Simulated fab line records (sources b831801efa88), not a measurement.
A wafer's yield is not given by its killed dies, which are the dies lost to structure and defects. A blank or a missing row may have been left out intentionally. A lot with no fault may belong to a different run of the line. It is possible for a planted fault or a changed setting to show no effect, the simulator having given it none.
Which tool is to blame? || flow sky130 || 15 lots with 45 wafers sampled at 4 steps, on a route of 708 steps

## WHAT THE GAUGES READ, wafer by wafer
Not one reading of a measure or inspect step in the record can be checked against a usual standard deviation.

## WHAT TOOL EACH LOT RAN ON (gives the tool, then ch and the chambers of the sampled wafers, and finally the start)
{"lot": "L298", "SKY_METAL5_SPUTTER_02": "pvd_sputter-02, day 44 12:08", "SKY_PASSIVATION_CVD_02": "pecvd-03 ch 0,2, day 45 12:04", "SKY_PASSIVATION_PEB_09": "litho_track-02 ch 0, day 46 07:00", "SKY_PAD_OPEN_STRIP_08": "plasma_asher-04 ch 0,1, day 47 06:09"}
{"lot": "L299", "SKY_METAL5_SPUTTER_02": "pvd_sputter-04, day 44 14:41", "SKY_PASSIVATION_CVD_02": "pecvd-01 ch 0,1,2, day 45 14:49", "SKY_PASSIVATION_PEB_09": "litho_track-03 ch 0, day 46 11:00", "SKY_PAD_OPEN_STRIP_08": "plasma_asher-04 ch 0,1, day 47 08:58"}
{"lot": "L301", "SKY_METAL5_SPUTTER_02": "pvd_sputter-04, day 45 11:46", "SKY_PASSIVATION_CVD_02": "pecvd-02 ch 0,1,2, day 46 10:32", "SKY_PASSIVATION_PEB_09": "litho_track-02 ch 0, day 47 07:00", "SKY_PAD_OPEN_STRIP_08": "plasma_asher-02 ch 0,1, day 48 04:01"}
{"lot": "L303", "SKY_METAL5_SPUTTER_02": "pvd_sputter-02, day 45 14:01", "SKY_PASSIVATION_CVD_02": "pecvd-01 ch 0,1, day 46 11:39", "SKY_PASSIVATION_PEB_09": "litho_track-02 ch 0, day 47 08:00", "SKY_PAD_OPEN_STRIP_08": "plasma_asher-02 ch 0,1, day 48 06:19"}
{"lot": "L304", "SKY_METAL5_SPUTTER_02": "pvd_sputter-02, day 46 08:27", "SKY_PASSIVATION_CVD_02": "pecvd-02 ch 0,1,2, day 47 07:29", "SKY_PASSIVATION_PEB_09": "litho_track-04 ch 0, day 48 03:00", "SKY_PAD_OPEN_STRIP_08": "plasma_asher-02 ch 0,1, day 48 23:50"}
{"lot": "L305", "SKY_METAL5_SPUTTER_02": "pvd_sputter-04, day 46 11:13", "SKY_PASSIVATION_CVD_02": "pecvd-01 ch 0,1,2, day 47 09:07", "SKY_PASSIVATION_PEB_09": "litho_track-03 ch 0, day 48 05:00", "SKY_PAD_OPEN_STRIP_08": "plasma_asher-03 ch 0,1, day 49 01:43"}
{"lot": "L306", "SKY_METAL5_SPUTTER_02": "pvd_sputter-02, day 46 11:31", "SKY_PASSIVATION_CVD_02": "pecvd-03 ch 1,2, day 47 09:07", "SKY_PASSIVATION_PEB_09": "litho_track-03 ch 0, day 48 05:00", "SKY_PAD_OPEN_STRIP_08": "plasma_asher-02 ch 0,1, day 49 02:13"}
{"lot": "L309", "SKY_METAL5_SPUTTER_02": "pvd_sputter-02, day 47 11:13", "SKY_PASSIVATION_CVD_02": "pecvd-02 ch 1,2, day 48 09:00", "SKY_PASSIVATION_PEB_09": "litho_track-04, day 49 04:00", "SKY_PAD_OPEN_STRIP_08": "plasma_asher-03 ch 0,1, day 49 23:04"}
{"lot": "L310", "SKY_METAL5_SPUTTER_02": "pvd_sputter-02, day 47 15:16", "SKY_PASSIVATION_CVD_02": "pecvd-03 ch 0,1,2, day 48 12:44", "SKY_PASSIVATION_PEB_09": "litho_track-02, day 49 08:00", "SKY_PAD_OPEN_STRIP_08": "plasma_asher-03 ch 0,1, day 50 03:25"}
{"lot": "L311", "SKY_METAL5_SPUTTER_02": "pvd_sputter-01, day 47 16:16", "SKY_PASSIVATION_CVD_02": "pecvd-02 ch 1,2, day 48 14:03", "SKY_PASSIVATION_PEB_09": "litho_track-03, day 49 09:00", "SKY_PAD_OPEN_STRIP_08": "plasma_asher-02 ch 0, day 50 04:30"}
{"lot": "L316", "SKY_METAL5_SPUTTER_02": "pvd_sputter-02, day 49 02:28", "SKY_PASSIVATION_CVD_02": "pecvd-02 ch 0,1,2, day 49 21:52", "SKY_PASSIVATION_PEB_09": "litho_track-02 ch 0, day 50 14:00", "SKY_PAD_OPEN_STRIP_08": "plasma_asher-04 ch 0,1, day 51 07:51"}
{"lot": "L317", "SKY_METAL5_SPUTTER_02": "pvd_sputter-01, day 49 02:37", "SKY_PASSIVATION_CVD_02": "pecvd-02 ch 0,1,2, day 49 22:33", "SKY_PASSIVATION_PEB_09": "litho_track-02 ch 0, day 50 15:00", "SKY_PAD_OPEN_STRIP_08": "plasma_asher-02 ch 0,1, day 51 08:39"}
{"lot": "L318", "SKY_METAL5_SPUTTER_02": "pvd_sputter-01, day 49 14:20", "SKY_PASSIVATION_CVD_02": "pecvd-01 ch 0,1,2, day 50 08:41", "SKY_PASSIVATION_PEB_09": "litho_track-02 ch 0, day 51 01:00", "SKY_PAD_OPEN_STRIP_08": "plasma_asher-04 ch 0,1, day 51 17:46"}
{"lot": "L319", "SKY_METAL5_SPUTTER_02": "pvd_sputter-04, day 49 15:25", "SKY_PASSIVATION_CVD_02": "pecvd-03 ch 1,2, day 50 10:36", "SKY_PASSIVATION_PEB_09": "litho_track-03 ch 0, day 51 01:00", "SKY_PAD_OPEN_STRIP_08": "plasma_asher-02 ch 0, day 51 17:55"}
{"lot": "L320", "SKY_METAL5_SPUTTER_02": "pvd_sputter-04, day 49 22:05", "SKY_PASSIVATION_CVD_02": "pecvd-02 ch 0,1, day 50 16:20", "SKY_PASSIVATION_PEB_09": "litho_track-04 ch 0, day 51 08:00", "SKY_PAD_OPEN_STRIP_08": "plasma_asher-04 ch 0,1, day 52 00:01"}
- SKY_METAL5_SPUTTER_02: material AlCu, target thk 1150 nm, time 58.66 s.
- SKY_PASSIVATION_CVD_02: deposits Si3N4, target thk 540 nm.
- SKY_PASSIVATION_PEB_09
- SKY_PAD_OPEN_STRIP_08: strips in O2/N2.

## WHAT THE TOOLS THEMSELVES READ (means of the sampled wafers that have a number; where no wafer has one, the mark that the record gives instead)
SKY_METAL5_SPUTTER_02.
{"lot": "L298", "tool": "pvd_sputter-02", "throttle_valve_pct (%)": 30.4}
{"lot": "L299", "tool": "pvd_sputter-04", "throttle_valve_pct (%)": 28.6}
{"lot": "L301", "tool": "pvd_sputter-04", "throttle_valve_pct (%)": 30.5}
{"lot": "L303", "tool": "pvd_sputter-02", "throttle_valve_pct (%)": 30.5}
{"lot": "L304", "tool": "pvd_sputter-02", "throttle_valve_pct (%)": 30.2}
{"lot": "L305", "tool": "pvd_sputter-04", "throttle_valve_pct (%)": 30.0}
{"lot": "L306", "tool": "pvd_sputter-02", "throttle_valve_pct (%)": 30.4}
{"lot": "L309", "tool": "pvd_sputter-02", "throttle_valve_pct (%)": 30.3}
{"lot": "L310", "tool": "pvd_sputter-02", "throttle_valve_pct (%)": 30.4}
{"lot": "L311", "tool": "pvd_sputter-01", "throttle_valve_pct (%)": 28.6}
{"lot": "L316", "tool": "pvd_sputter-02", "throttle_valve_pct (%)": 30.3}
{"lot": "L317", "tool": "pvd_sputter-01", "throttle_valve_pct (%)": 29.4}
{"lot": "L318", "tool": "pvd_sputter-01", "throttle_valve_pct (%)": 28.7}
{"lot": "L319", "tool": "pvd_sputter-04", "throttle_valve_pct (%)": 29.9}
{"lot": "L320", "tool": "pvd_sputter-04", "throttle_valve_pct (%)": 30.1}

SKY_PASSIVATION_CVD_02.
{"lot": "L298", "tool": "pecvd-03", "heater_power_w (W)": 733, "susceptor_temp_C (C)": 400.14}
{"lot": "L299", "tool": "pecvd-01", "heater_power_w (W)": 731, "susceptor_temp_C (C)": 399.92}
{"lot": "L301", "tool": "pecvd-02", "heater_power_w (W)": 773, "susceptor_temp_C (C)": 399.86}
{"lot": "L303", "tool": "pecvd-01", "heater_power_w (W)": 670, "susceptor_temp_C (C)": 399.78}
{"lot": "L304", "tool": "pecvd-02", "heater_power_w (W)": 700, "susceptor_temp_C (C)": 400.26}
{"lot": "L305", "tool": "pecvd-01", "heater_power_w (W)": 715, "susceptor_temp_C (C)": 399.93}
{"lot": "L306", "tool": "pecvd-03", "heater_power_w (W)": 784, "susceptor_temp_C (C)": 400.05}
{"lot": "L309", "tool": "pecvd-02", "heater_power_w (W)": 801, "susceptor_temp_C (C)": 399.81}
{"lot": "L310", "tool": "pecvd-03", "heater_power_w (W)": 727, "susceptor_temp_C (C)": 400.15}
{"lot": "L311", "tool": "pecvd-02", "heater_power_w (W)": 792, "susceptor_temp_C (C)": 400.04}
{"lot": "L316", "tool": "pecvd-02", "heater_power_w (W)": 746, "susceptor_temp_C (C)": 399.96}
{"lot": "L317", "tool": "pecvd-02", "heater_power_w (W)": 788, "susceptor_temp_C (C)": 399.97}
{"lot": "L318", "tool": "pecvd-01", "heater_power_w (W)": 731, "susceptor_temp_C (C)": 399.96}
{"lot": "L319", "tool": "pecvd-03", "heater_power_w (W)": 824, "susceptor_temp_C (C)": 400.12}
{"lot": "L320", "tool": "pecvd-02", "heater_power_w (W)": 707, "susceptor_temp_C (C)": 400.21}

SKY_PASSIVATION_PEB_09.
{"lot": "L298", "tool": "litho_track-02", "chill_plate_temp_C (C)": 23.10, "exhaust_pa (Pa)": 44.7}
{"lot": "L299", "tool": "litho_track-03", "chill_plate_temp_C (C)": 23.06, "exhaust_pa (Pa)": 43.9}
{"lot": "L301", "tool": "litho_track-02", "chill_plate_temp_C (C)": 23.04, "exhaust_pa (Pa)": 46.0}
{"lot": "L303", "tool": "litho_track-02", "chill_plate_temp_C (C)": 23.07, "exhaust_pa (Pa)": 44.7}
{"lot": "L304", "tool": "litho_track-04", "chill_plate_temp_C (C)": 23.04, "exhaust_pa (Pa)": 46.0}
{"lot": "L305", "tool": "litho_track-03", "chill_plate_temp_C (C)": 22.91, "exhaust_pa (Pa)": 45.5}
{"lot": "L306", "tool": "litho_track-03", "chill_plate_temp_C (C)": 23.02, "exhaust_pa (Pa)": 44.3}
{"lot": "L309", "tool": "litho_track-04", "chill_plate_temp_C (C)": "-", "exhaust_pa (Pa)": "-"}
{"lot": "L310", "tool": "litho_track-02", "chill_plate_temp_C (C)": "-", "exhaust_pa (Pa)": "-"}
{"lot": "L311", "tool": "litho_track-03", "chill_plate_temp_C (C)": "-", "exhaust_pa (Pa)": "-"}
{"lot": "L316", "tool": "litho_track-02", "chill_plate_temp_C (C)": 23.06, "exhaust_pa (Pa)": 45.4}
{"lot": "L317", "tool": "litho_track-02", "chill_plate_temp_C (C)": 23.01, "exhaust_pa (Pa)": 43.6}
{"lot": "L318", "tool": "litho_track-02", "chill_plate_temp_C (C)": 23.02, "exhaust_pa (Pa)": 45.7}
{"lot": "L319", "tool": "litho_track-03", "chill_plate_temp_C (C)": 23.14, "exhaust_pa (Pa)": 44.6}
{"lot": "L320", "tool": "litho_track-04", "chill_plate_temp_C (C)": 23.11, "exhaust_pa (Pa)": 45.5}

SKY_PAD_OPEN_STRIP_08.
{"lot": "L298", "tool": "plasma_asher-04", "drypump_motor_current_A (A)": 5.95, "oes_product_au (a.u.)": 0.664}
{"lot": "L299", "tool": "plasma_asher-04", "drypump_motor_current_A (A)": 5.94, "oes_product_au (a.u.)": 0.662}
{"lot": "L301", "tool": "plasma_asher-02", "drypump_motor_current_A (A)": 5.82, "oes_product_au (a.u.)": 0.658}
{"lot": "L303", "tool": "plasma_asher-02", "drypump_motor_current_A (A)": 5.90, "oes_product_au (a.u.)": 0.666}
{"lot": "L304", "tool": "plasma_asher-02", "drypump_motor_current_A (A)": 5.87, "oes_product_au (a.u.)": 0.660}
{"lot": "L305", "tool": "plasma_asher-03", "drypump_motor_current_A (A)": 5.63, "oes_product_au (a.u.)": 0.659}
{"lot": "L306", "tool": "plasma_asher-02", "drypump_motor_current_A (A)": 5.82, "oes_product_au (a.u.)": 0.661}
{"lot": "L309", "tool": "plasma_asher-03", "drypump_motor_current_A (A)": 5.43, "oes_product_au (a.u.)": 0.664}
{"lot": "L310", "tool": "plasma_asher-03", "drypump_motor_current_A (A)": 5.39, "oes_product_au (a.u.)": 0.665}
{"lot": "L311", "tool": "plasma_asher-02", "drypump_motor_current_A (A)": 5.94, "oes_product_au (a.u.)": 0.668}
{"lot": "L316", "tool": "plasma_asher-04", "drypump_motor_current_A (A)": 5.86, "oes_product_au (a.u.)": 0.661}
{"lot": "L317", "tool": "plasma_asher-02", "drypump_motor_current_A (A)": 5.80, "oes_product_au (a.u.)": 0.660}
{"lot": "L318", "tool": "plasma_asher-04", "drypump_motor_current_A (A)": 5.95, "oes_product_au (a.u.)": 0.664}
{"lot": "L319", "tool": "plasma_asher-02", "drypump_motor_current_A (A)": 5.99, "oes_product_au (a.u.)": 0.661}
{"lot": "L320", "tool": "plasma_asher-04", "drypump_motor_current_A (A)": 5.86, "oes_product_au (a.u.)": 0.663}

## THE ANSWER, worked out from the rows above alone
Rule: what is usual is taken from the lots themselves. Put in order of their means at a reading, lots are off if they are a third of the lots or fewer, leave a main group of 4 or more, and stand apart from it by a gap of 3 or more times the standard deviation of the main group's means; of several such gaps the widest counts. The tables above print the reading to a certain number of digits; a main group whose means all agree to those digits is not used. A lot without any number at a reading at which 4 lots or more have one is off too. The other lots that the step has rows for count as sound. Order of review: gauges by route order, followed by the tools' own readings, for which a lot's mean as printed above is used. The first step at which some lot is off is used, and at that step the reading that is off furthest; a lot without a number counts as furthest.
Off at SKY_PASSIVATION_PEB_09 (chill_plate_temp_C): L309, L310, L311. Without a number there: L309, L310, L311. Main group: mean 23.05 C, sd 0.056.
A tool fits if, at that step or a process step before it, it ran every lot that is off, and no sound lot after the first of them. Not one of the candidates tried fits.

## WHAT THE SIMULATOR PUT IN
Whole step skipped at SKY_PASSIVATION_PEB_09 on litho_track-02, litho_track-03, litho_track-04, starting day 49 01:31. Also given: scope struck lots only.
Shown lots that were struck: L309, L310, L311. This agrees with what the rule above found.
